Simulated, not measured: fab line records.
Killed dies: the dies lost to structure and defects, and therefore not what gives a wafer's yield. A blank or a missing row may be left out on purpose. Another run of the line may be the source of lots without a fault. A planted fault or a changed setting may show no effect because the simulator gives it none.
The tool behind it: which one? || flow gf180mcu || 6 lots, 18 wafers sampled, at 2 steps of a route of 602

== WHAT THE GAUGES SHOWED, per wafer ==
GF_VT_IMPLANT_OVL_MEAS_18.
{"lot": "L430", "measured": "day 6 16:40", "on": "overlay-02", "VT_IMPLANT_01_OVL (nm)": "-0.4 -2.5 1.6"}
{"lot": "L434", "measured": "day 7 23:12", "on": "overlay-01", "VT_IMPLANT_01_OVL (nm)": "-1.3 -2.4 -0.3"}
{"lot": "L437", "measured": "day 8 17:46", "on": "overlay-01", "VT_IMPLANT_01_OVL (nm)": "-2.4 -2.4 -2.7"}
{"lot": "L445", "measured": "day 10 18:03", "on": "overlay-01", "VT_IMPLANT_01_OVL (nm)": "-1.3 -1.8 -0.7"}
{"lot": "L447", "measured": "day 11 03:34", "on": "overlay-02", "VT_IMPLANT_01_OVL (nm)": "-0.3 -0.4 2.1"}
{"lot": "L449", "measured": "day 11 18:25", "on": "overlay-02", "VT_IMPLANT_01_OVL (nm)": "0.2 1.4 0.7"}

== EACH LOT AND THE TOOL THAT RAN IT (in order: tool; ch and the chambers of the sampled wafers; start) ==
{"lot": "L430", "GF_VT_IMPLANT_EXPOSE_15": "iline_stepper-02 ch 0, day 6 08:59"}
{"lot": "L434", "GF_VT_IMPLANT_EXPOSE_15": "iline_stepper-02 ch 0, day 7 15:06"}
{"lot": "L437", "GF_VT_IMPLANT_EXPOSE_15": "iline_stepper-02 ch 0, day 8 09:34"}
{"lot": "L445", "GF_VT_IMPLANT_EXPOSE_15": "iline_stepper-02 ch 0, day 10 09:05"}
{"lot": "L447", "GF_VT_IMPLANT_EXPOSE_15": "iline_stepper-01 ch 0, day 10 18:51"}
{"lot": "L449", "GF_VT_IMPLANT_EXPOSE_15": "iline_stepper-01 ch 0, day 11 08:59"}
- GF_VT_IMPLANT_EXPOSE_15: exposes mask Nwell LV AREA, target cd 860 nm.

== THE ANSWER, worked out from the rows above alone ==
Rule: usual is defined by the lots themselves. The widest of any qualifying gaps counts: lots, ordered by their means at a reading, are off when they make up no more than a third of the lots, leave a main group of 4 or more, and stand apart from it by 3 or more times the standard deviation of that group's means. Not used: any main group whose means are identical at the precision the tables above print for the reading. A lot without any number at a reading at which 4 lots or more have one is off too. The other lots that the step has rows for count as sound.
No lot is off on any of the readings shown, so nothing can be concluded from this.

== WHAT HAD BEEN PUT IN BY THE SIMULATOR ==
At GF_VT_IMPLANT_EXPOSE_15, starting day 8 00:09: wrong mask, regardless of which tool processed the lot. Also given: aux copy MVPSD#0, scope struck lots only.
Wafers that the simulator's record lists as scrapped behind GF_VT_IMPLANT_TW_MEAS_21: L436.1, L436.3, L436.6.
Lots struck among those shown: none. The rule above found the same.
